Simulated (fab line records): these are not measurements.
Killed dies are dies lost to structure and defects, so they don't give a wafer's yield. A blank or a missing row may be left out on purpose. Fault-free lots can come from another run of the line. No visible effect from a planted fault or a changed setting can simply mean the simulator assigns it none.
fab line records | flow sky130
record lots=11 | wafers=33 | last-day=50
route steps=708 shown FIELD_ISO@16 POLY_GATE@227 SD_P@322 METAL1@451
lots that met no fault: taken from a fault-free run of the same line
start-h: hours from the record's opening day to when the first of the lot's shown wafers began | wait-h: hours elapsed since this lot's preceding step | " identical to the entry in the row above | L1.1+2: a single row standing in for several wafers | - either no value or no given start | * or withheld: withheld | < > ~ a bound
route shown NAME@n: names a module that has steps shown in the file, with the first one's number in the route | usual: mean/standard deviation taken from wafers without a fault | same: alike in all rows | chamber/n: place in a boat | sites: each site's reading | _std_site: standard deviation across them | _edge_site: inner sites' mean taken away from outer sites' mean | radius-mm: how far each site lies from the wafer's centre | mask NAME#n: copy n | behind: the most recent tool/chamber to have shaped the wafer | hold: cause of the lot's hold/its duration in hours/its outcome | device: names the non-switching transistor (n, p or np) | end of line: the route-end tests of the same wafers | step lacking rows: just its recipe | killed: not the wafer's yield, but the dies lost to structure and defects at the first sort | map: the dies of a wafer, with x for killed, . for not killed, _ for no die there
set.NAME: setting as actually run; set.NAME@STEP: the setting as run at that earlier step | model.NAME: the simulator's own value behind a step, which no gauge read
route steps across a sampled set of lots; one table per step, one row per wafer
services: a tool's chamber out of use, with start hour (start-h, from the record's first day; less than 0 if before it), hours out, and reason
## steps
# step SKY_FIELD_ISO_ETCH_15
# recipe chemistry=CHF3/O2 | target-depth-nm=180 | stop-on=Si | source-w=600 | bias-w=200 | pressure-mtorr=40 | chf3-flow-sccm=50 | O2_flow_sccm=5 | time-s=72
# usual drypump-motor-current-A=5.60/0.26 | oes-product-au=0.945/0.0072 | throttle-valve-pct=8.844/0.0091
# same time-s=72
lot.wafer | tool        | chamber | start-h | wait-h | drypump-motor-current-A | oes-product-au | rf-hours-counter-h | throttle-valve-pct
L841.1    | rie-diel-04 | 0       | 27.94   | 0.0    | 5.32                    | 0.948          | 168                | 8.847
L841.3    | "           | 3       | "       | "      | 5.44                    | 0.946          | 131                | 8.838
L841.6    | "           | 0       | "       | "      | 5.31                    | 0.941          | -                  | 8.839
L843.2    | rie-diel-04 | 2       | 40.94   | 0.0    | 5.79                    | 0.944          | 78                 | 8.836
L843.3    | "           | 1       | "       | "      | 5.15                    | 0.945          | 7                  | 8.863
L843.5    | "           | 0       | "       | "      | 5.32                    | 0.943          | -                  | 8.847
L845.1    | rie-diel-01 | 3       | 50.72   | 0.0    | 5.40                    | 0.937          | 40                 | 8.843
L845.5    | "           | 1       | "       | "      | 5.55                    | 0.942          | -                  | 8.859
L845.6    | "           | 0       | "       | "      | 5.81                    | 0.941          | -                  | 8.845
L846.2    | rie-diel-04 | 3       | 55.43   | 0.0    | 5.44                    | 0.935          | 131                | 8.849
L846.3    | "           | 0       | "       | "      | 5.33                    | 0.930          | 168                | 8.839
L846.4    | "           | 2       | "       | "      | 5.81                    | 0.940          | 78                 | 8.836
L847.1    | rie-diel-01 | 1       | 61.07   | 0.0    | 5.58                    | 0.938          | 2                  | 8.842
L847.2    | "           | 2       | "       | "      | 6.23                    | 0.932          | 0                  | 8.848
L847.3    | "           | 3       | "       | "      | 5.39                    | 0.935          | 40                 | 8.826
L848.2    | rie-diel-02 | 0       | 66.52   | 0.0    | 5.74                    | 0.947          | 169                | 8.843
L848.4    | "           | 3       | "       | "      | 5.73                    | 0.957          | 2                  | 8.846
L848.6    | "           | 2       | "       | "      | 5.41                    | 0.951          | -                  | 8.850
L851.3    | rie-diel-02 | 1       | 82.92   | 0.0    | 5.62                    | 0.944          | 136                | 8.855
L851.4    | "           | 2       | "       | "      | 5.44                    | 0.940          | -                  | 8.840
L851.5    | "           | 3       | "       | "      | 5.71                    | 0.937          | -                  | 8.855
L855.1    | rie-diel-01 | 1       | 102.54  | 0.0    | 5.58                    | 0.948          | 3                  | 8.832
L855.3    | "           | 2       | "       | "      | 6.22                    | 0.942          | 1                  | 8.846
L855.4    | "           | 3       | "       | "      | 5.40                    | 0.945          | 41                 | 8.849
L857.1    | rie-diel-02 | 0       | 113.99  | 0.0    | 5.75                    | 0.947          | 0                  | 8.851
L857.2    | "           | 2       | "       | "      | 5.41                    | 0.944          | 17                 | 8.844
L857.4    | "           | 3       | "       | "      | 5.72                    | 0.942          | -                  | 8.855
L860.3    | rie-diel-01 | 2       | 127.82  | 0.0    | 6.22                    | 0.946          | 1                  | 8.849
L860.4    | "           | 3       | "       | "      | 5.40                    | 0.943          | 41                 | 8.839
L860.5    | "           | 3       | "       | "      | 5.39                    | 0.939          | -                  | 8.828
L863.1    | rie-diel-02 | 2       | 144.44  | 0.0    | 5.41                    | 0.937          | 18                 | 8.846
L863.3    | "           | 3       | "       | "      | 5.70                    | 0.949          | 3                  | 8.843
L863.5    | "           | 2       | "       | "      | 5.40                    | 0.944          | -                  | 8.852
# step SKY_POLY_GATE_CD_MEAS_13
# recipe target-cd-nm=150
# usual cd-nm=149.8/1.3
lot.wafer | tool      | chamber | start-h | wait-h | cd-nm
L841.1    | cd-sem-02 | -       | 379.76  | -      | 150.2
L841.3    | "         | -       | "       | "      | 150.9
L841.6    | "         | -       | "       | "      | 150.2
L843.2    | cd-sem-02 | -       | 403.13  | -      | 148.2
L843.3    | "         | -       | "       | "      | 149.3
L843.5    | "         | -       | "       | "      | 149.7
L845.1    | cd-sem-02 | -       | 409.01  | -      | 151.0
L845.5    | "         | -       | "       | "      | 149.9
L845.6    | "         | -       | "       | "      | 150.5
L846.2    | cd-sem-02 | -       | 417.78  | -      | 148.5
L846.3    | "         | -       | "       | "      | 148.1
L846.4    | "         | -       | "       | "      | 148.9
L847.1    | cd-sem-01 | -       | 426.60  | -      | 148.0
L847.2    | "         | -       | "       | "      | 149.5
L847.3    | "         | -       | "       | "      | 151.6
L848.2    | cd-sem-02 | -       | 435.58  | -      | 150.8
L848.4    | "         | -       | "       | "      | 149.6
L848.6    | "         | -       | "       | "      | 151.0
L851.3    | cd-sem-02 | -       | 464.85  | -      | 151.1
L851.4    | "         | -       | "       | "      | 152.1
L851.5    | "         | -       | "       | "      | 151.7
L855.1    | cd-sem-01 | -       | 492.01  | -      | 152.0
L855.3    | "         | -       | "       | "      | 151.3
L855.4    | "         | -       | "       | "      | 152.0
L857.1    | cd-sem-02 | -       | 509.39  | -      | 149.2
L857.2    | "         | -       | "       | "      | 148.7
L857.4    | "         | -       | "       | "      | 149.0
L860.3    | cd-sem-01 | -       | 533.33  | -      | 150.3
L860.4    | "         | -       | "       | "      | 150.0
L860.5    | "         | -       | "       | "      | 149.4
L863.1    | cd-sem-01 | -       | 561.39  | -      | 147.0
L863.3    | "         | -       | "       | "      | 149.2
L863.5    | "         | -       | "       | "      | 149.0
# step SKY_SD_P_COAT_02
# recipe resist=NOVOLAK | spin-rpm=3000 | resist-thk-nm=1140
lot.wafer  | tool           | chamber | start-h | wait-h
L841.1+3+6 | litho-track-04 | 0       | 586.62  | 0.1
L843.2+3+5 | litho-track-04 | 0       | 608.20  | 0.1
L845.1+5+6 | litho-track-04 | 0       | 612.62  | 0.1
L846.2+3+4 | litho-track-04 | 0       | 622.95  | 0.1
L847.1+2+3 | litho-track-02 | 0       | 630.15  | 0.1
L848.2+4+6 | litho-track-03 | 0       | 637.14  | 0.1
L851.3+4+5 | litho-track-03 | 0       | 666.16  | 0.1
L855.1+3+4 | litho-track-04 | 0       | 693.02  | 0.1
L857.1+2+4 | litho-track-04 | 0       | 706.22  | 0.1
L860.3+4+5 | litho-track-03 | 0       | 729.11  | 0.1
L863.1+3+5 | litho-track-03 | 0       | 753.16  | 0.1
# step SKY_SD_P_CD_MEAS_07
# recipe target-cd-nm=380
# usual cd-nm=380.4/2.7
lot.wafer | tool      | chamber | start-h | wait-h | cd-nm
L841.1    | cd-sem-01 | -       | 602.01  | 0.1    | 380.2
L841.3    | "         | -       | "       | "      | 379.9
L841.6    | "         | -       | "       | "      | 378.3
L843.2    | cd-sem-01 | -       | 623.38  | 0.1    | 382.7
L843.3    | "         | -       | "       | "      | 383.5
L843.5    | "         | -       | "       | "      | 380.3
L845.1    | cd-sem-01 | -       | 626.92  | 0.1    | 376.4
L845.5    | "         | -       | "       | "      | 378.1
L845.6    | "         | -       | "       | "      | 379.6
L846.2    | cd-sem-01 | -       | 637.89  | 0.1    | 380.0
L846.3    | "         | -       | "       | "      | 382.0
L846.4    | "         | -       | "       | "      | 380.4
L847.1    | cd-sem-02 | -       | 644.75  | 0.1    | 378.6
L847.2    | "         | -       | "       | "      | 381.8
L847.3    | "         | -       | "       | "      | 380.3
L848.2    | cd-sem-02 | -       | 651.82  | 0.1    | 373.6
L848.4    | "         | -       | "       | "      | 377.1
L848.6    | "         | -       | "       | "      | 379.0
L851.3    | cd-sem-02 | -       | 680.46  | 0.1    | 378.9
L851.4    | "         | -       | "       | "      | 378.6
L851.5    | "         | -       | "       | "      | 377.9
L855.1    | cd-sem-01 | -       | 707.56  | 0.1    | 382.2
L855.3    | "         | -       | "       | "      | 383.2
L855.4    | "         | -       | "       | "      | 435.5
L857.1    | cd-sem-02 | -       | 720.36  | 0.1    | 376.4
L857.2    | "         | -       | "       | "      | 376.3
L857.4    | "         | -       | "       | "      | 430.8
L860.3    | cd-sem-02 | -       | 742.41  | 0.1    | 379.6
L860.4    | "         | -       | "       | "      | 377.7
L860.5    | "         | -       | "       | "      | 378.7
L863.1    | cd-sem-01 | -       | 766.42  | 0.1    | 382.3
L863.3    | "         | -       | "       | "      | 382.9
L863.5    | "         | -       | "       | "      | 384.8
# step SKY_SD_P_STRIP_10
# recipe chemistry=O2/N2 | power-w=1400 | pressure-mtorr=1500 | platen-temp-c=withheld | o2-flow-sccm=3000 | n2-flow-sccm=300 | overash-fraction=0.5
# usual drypump-motor-current-A=6.0/0.47 | oes-product-au=0.617/0.0042 | strip-time-to-endpoint-s=17.51/0.039
lot.wafer | tool            | chamber | start-h | wait-h | drypump-motor-current-A | oes-product-au | rf-hours-counter-h | strip-time-to-endpoint-s
L841.1    | plasma-asher-04 | 0       | 602.32  | 0.1    | 6.3                     | 0.615          | 90                 | 17.55
L841.3    | "               | 1       | "       | "      | 5.2                     | 0.612          | -                  | 17.54
L841.6    | "               | 1       | "       | "      | 5.2                     | 0.610          | -                  | 17.49
L843.2    | plasma-asher-03 | 1       | 623.67  | 0.1    | 6.6                     | 0.612          | 80                 | 17.43
L843.3    | "               | 0       | "       | "      | 6.3                     | 0.616          | -                  | 17.45
L843.5    | "               | 0       | "       | "      | 6.3                     | 0.623          | -                  | 17.44
L845.1    | plasma-asher-03 | 1       | 627.23  | 0.1    | 6.5                     | 0.610          | 80                 | 17.53
L845.5    | "               | 0       | "       | "      | 6.3                     | 0.619          | -                  | 17.49
L845.6    | "               | 1       | "       | "      | 6.5                     | 0.618          | -                  | 17.48
L846.2    | plasma-asher-04 | 1       | 638.18  | 0.1    | 5.2                     | 0.623          | 94                 | 17.52
L846.3    | "               | 0       | "       | "      | 6.3                     | 0.616          | -                  | 17.51
L846.4    | "               | 1       | "       | "      | 5.2                     | 0.620          | -                  | 17.55
L847.1    | plasma-asher-04 | 0       | 645.06  | 0.1    | 6.3                     | 0.608          | 94                 | 17.57
L847.2    | "               | 1       | "       | "      | 5.2                     | 0.622          | 94                 | 17.53
L847.3    | "               | 0       | "       | "      | 6.3                     | 0.619          | -                  | 17.54
L848.2    | plasma-asher-03 | 0       | 652.11  | 0.1    | 6.2                     | 0.618          | 83                 | 17.55
L848.4    | "               | 0       | "       | "      | 6.3                     | 0.618          | -                  | 17.54
L848.6    | "               | 0       | "       | "      | 6.3                     | 0.614          | -                  | 17.51
L851.3    | plasma-asher-03 | 0       | 680.76  | 0.1    | 6.2                     | 0.618          | -                  | 17.48
L851.4    | "               | 1       | "       | "      | 6.5                     | 0.619          | -                  | 17.51
L851.5    | "               | 0       | "       | "      | 6.2                     | 0.614          | -                  | 17.52
L855.1    | plasma-asher-03 | 0       | 707.87  | 0.1    | 6.3                     | 0.615          | 89                 | 17.49
L855.3    | "               | 1       | "       | "      | 6.5                     | 0.621          | -                  | 17.52
L855.4    | "               | 0       | "       | "      | 6.3                     | 0.568          | -                  | 12.45
L857.1    | plasma-asher-02 | 1       | 720.67  | 0.1    | 6.1                     | 0.615          | 29                 | 17.49
L857.2    | "               | 0       | "       | "      | 5.7                     | 0.614          | 29                 | 17.51
L857.4    | "               | 1       | "       | "      | 6.1                     | 0.574          | -                  | 12.43
L860.3    | plasma-asher-02 | 0       | 742.71  | 0.1    | 5.7                     | 0.615          | -                  | 17.46
L860.4    | "               | 1       | "       | "      | 6.1                     | 0.624          | -                  | 17.51
L860.5    | "               | 0       | "       | "      | 5.7                     | 0.614          | -                  | 17.51
L863.1    | plasma-asher-02 | 1       | 766.73  | 0.1    | 6.1                     | 0.625          | 34                 | 17.50
L863.3    | "               | 1       | "       | "      | 6.1                     | 0.625          | -                  | 17.46
L863.5    | "               | 1       | "       | "      | 6.1                     | 0.624          | -                  | 17.50
# step SKY_METAL1_DESCUM_17
# recipe chemistry=O2 | source-power-w=150 | bias-power-w=0 | pressure-mtorr=10 | temp-c=40 | time-s=8
# usual drypump-motor-current-A=5.7/0.38 | oes-product-au=1.001/0.0094
# same time-s=8
lot.wafer | tool         | chamber | start-h | wait-h | drypump-motor-current-A | oes-product-au | rf-hours-counter-h
L841.1    | rie-metal-01 | 1       | 777.07  | 0.0    | 5.2                     | 0.995          | 6
L841.3    | "            | 0       | "       | "      | 5.7                     | 1.019          | -
L841.6    | "            | 1       | "       | "      | 5.2                     | 0.989          | -
L843.2    | rie-metal-04 | 0       | 796.83  | 0.0    | 6.4                     | 0.991          | 14
L843.3    | "            | 1       | "       | "      | 5.7                     | 1.014          | -
L843.5    | "            | 1       | "       | "      | 5.7                     | 1.019          | -
L845.1    | rie-metal-01 | 1       | 800.30  | 0.0    | 5.2                     | 1.000          | 7
L845.5    | "            | 1       | "       | "      | 5.2                     | 1.003          | -
L845.6    | "            | 0       | "       | "      | 5.6                     | 1.012          | -
L846.2    | rie-metal-02 | 0       | 811.17  | 0.0    | 5.8                     | 1.002          | 7
L846.3    | "            | 1       | "       | "      | 5.8                     | 1.006          | -
L846.4    | "            | 0       | "       | "      | 5.8                     | 1.000          | -
L847.1    | rie-metal-04 | 0       | 817.05  | 0.0    | 6.5                     | 0.985          | 15
L847.2    | "            | 1       | "       | "      | 5.7                     | 1.016          | 5
L847.3    | "            | 0       | "       | "      | 6.5                     | 0.989          | -
L848.2    | rie-metal-01 | 1       | 823.68  | 0.0    | 5.2                     | 1.008          | 7
L848.4    | "            | 1       | "       | "      | 5.2                     | 0.998          | -
L848.6    | "            | 0       | "       | "      | 5.7                     | 1.015          | -
L851.3    | rie-metal-01 | 0       | 850.98  | 0.0    | 5.6                     | 1.004          | -
L851.4    | "            | 1       | "       | "      | 5.2                     | 0.999          | -
L851.5    | "            | 0       | "       | "      | 5.6                     | 0.999          | -
L855.1    | rie-metal-01 | 1       | 873.73  | 0.0    | 5.2                     | 0.998          | 9
L855.3    | "            | 0       | "       | "      | 5.6                     | 1.009          | -
L855.4    | "            | 1       | "       | "      | 5.1                     | 1.008          | -
L857.1    | rie-metal-02 | 0       | 885.78  | 0.0    | 5.8                     | 0.998          | 10
L857.2    | "            | 0       | "       | "      | 5.8                     | 0.997          | -
L857.4    | "            | 0       | "       | "      | 5.8                     | 1.001          | -
L860.3    | rie-metal-04 | 0       | 906.97  | 0.0    | 6.5                     | 0.988          | -
L860.4    | "            | 0       | "       | "      | 6.5                     | 0.994          | -
L860.5    | "            | 0       | "       | "      | 6.5                     | 0.982          | -
L863.1    | rie-metal-04 | 1       | 929.87  | 0.0    | 5.7                     | 1.014          | 10
L863.3    | "            | 0       | "       | "      | 6.4                     | 0.993          | -
L863.5    | "            | 1       | "       | "      | 5.7                     | 1.014          | -
## services
tool            | chamber | start-h | hours | kind
rie-metal-04    | -       | 42.31   | 0.8   | repair
rie-diel-02     | 3       | 51.47   | 9.7   | repair
plasma-asher-03 | -       | 61.59   | 1.3   | repair
rie-metal-01    | -       | 87.75   | 14.6  | pm
rie-diel-02     | 1       | 110.48  | 8.6   | repair
rie-metal-04    | -       | 135.50  | 2.8   | pm
rie-diel-01     | 1       | 137.58  | 1.4   | repair
rie-diel-02     | -       | 140.91  | 2.8   | pm
rie-diel-01     | -       | 143.27  | 0.4   | repair
rie-diel-01     | -       | 175.77  | 15.6  | pm
rie-diel-02     | 1       | 176.11  | 4.7   | repair
rie-metal-04    | 0       | 198.22  | 6.4   | repair
rie-metal-04    | 0       | 236.50  | 2.6   | repair
plasma-asher-03 | -       | 368.85  | 0.5   | repair
plasma-asher-03 | -       | 380.14  | 2.0   | repair
rie-diel-01     | 3       | 403.77  | 10.8  | repair
rie-diel-02     | 2       | 404.78  | 2.1   | repair
rie-diel-02     | 0       | 411.01  | 17.9  | repair
rie-diel-01     | 0       | 413.78  | 16.3  | repair
rie-metal-01    | 0       | 461.40  | 3.4   | repair
plasma-asher-03 | -       | 766.98  | 2.8   | pm
rie-metal-01    | -       | 827.99  | 2.8   | pm
rie-metal-01    | -       | 844.73  | 1.6   | repair
plasma-asher-03 | -       | 895.55  | 28.1  | pm
## key
first-sign step=SKY_SD_P_CD_MEAS_07 | reading=cd-nm | direction=up | sigmas=20 | usual=380.4 | struck=433.2
effect step=SKY_SD_P_STRIP_10 | reading=strip-time-to-endpoint-s | direction=down | sigmas=99+ | usual=* | struck=*
met-at SKY_SD_P_COAT_02
struck-lots L855,L857
struck-wafers L855.4,L857.4
tester-left-out L855,L857
not-acting-at SKY_FIELD_ISO_ETCH_15,SKY_POLY_GATE_CD_MEAS_13,SKY_METAL1_DESCUM_17
onset-between 622.95 693.02
fault kind=process-parameter-drift | tool=litho-track-04 | chamber=- | onset-h=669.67 | steps=SKY_SD_P_COAT_02 | channel=resist-thk-nm | offset=-442.12 | shape=step | end-h=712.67 | scope=struck-wafers-only | acts-in=these-recipes-only | stated=1140
# tester-left-out: of these lots the tester's yield and bins aren't shown, on N5 and GAA mostly nor the transistor test; their killed dies are dies lost to structure and defects alone, not to doping, threshold or leakage, so they don't give the yield
